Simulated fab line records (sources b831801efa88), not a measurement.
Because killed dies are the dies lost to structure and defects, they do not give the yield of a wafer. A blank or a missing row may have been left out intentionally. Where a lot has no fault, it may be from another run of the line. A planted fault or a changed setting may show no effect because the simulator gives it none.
Chamber matching -- flow sky130 -- SKY_VIA2_CMP_24 on cmp-01 has 4 sister chambers
The step polishes, stops on SiO2, t overpolish 20 s, target thk 0 nm. 8 wafers are shown with their chamber, then 9 later ones without.

EACH WAFER AND ITS CHAMBER
wafer,chamber,motor-current-A (A),time-to-endpoint-s (s)
L790.2,3,9.6,102
L790.4,0,10.6,94
L791.1,0,10.6,96
L792.2,1,12.6,108
L792.3,3,9.5,101
L793.2,1,12.1,105
L793.4,2,10.4,106
L793.5,2,10.9,108

WAFERS WHOSE CHAMBER IS MISSING
wafer,motor-current-A (A),time-to-endpoint-s (s)
L800.2,10.5,108
L800.3,9.3,103
L800.6,12.2,107
L801.2,10.8,108
L801.3,9.4,104
L801.4,11.8,105
L802.3,11.5,111
L802.5,10.6,102
L802.6,11.4,111

THE CHAMBER EACH PASSED THROUGH
wafer,from the rows above,in truth
L800.2,2,2
L800.3,3,3
L800.6,1,1
L801.2,2,2
L801.3,3,3
L801.4,1,1
L802.3,can't be placed: 2 or 1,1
L802.5,can't be placed: 2 or 3 or 0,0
L802.6,can't be placed: 2 or 1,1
6 of 9 placed correctly. From these rows, 3 cannot be placed; in 3 the true chamber is one of the candidates. Wrongly placed: 0.
How it was worked out, from the rows above alone: a wafer's distance from a chamber is the root of the sum, over the readings, of the square of ((its reading less the chamber's mean) divided by the reading's scatter). The wafer belongs to the nearest chamber; if the next one is less than 2 further off, it can't be placed. The mean given for a chamber averages the wafers shown for that chamber. The scatter is the square root of a quotient: the sum, over the shown wafers, of each reading's squared deviation from its chamber's mean, divided by wafers minus chambers.
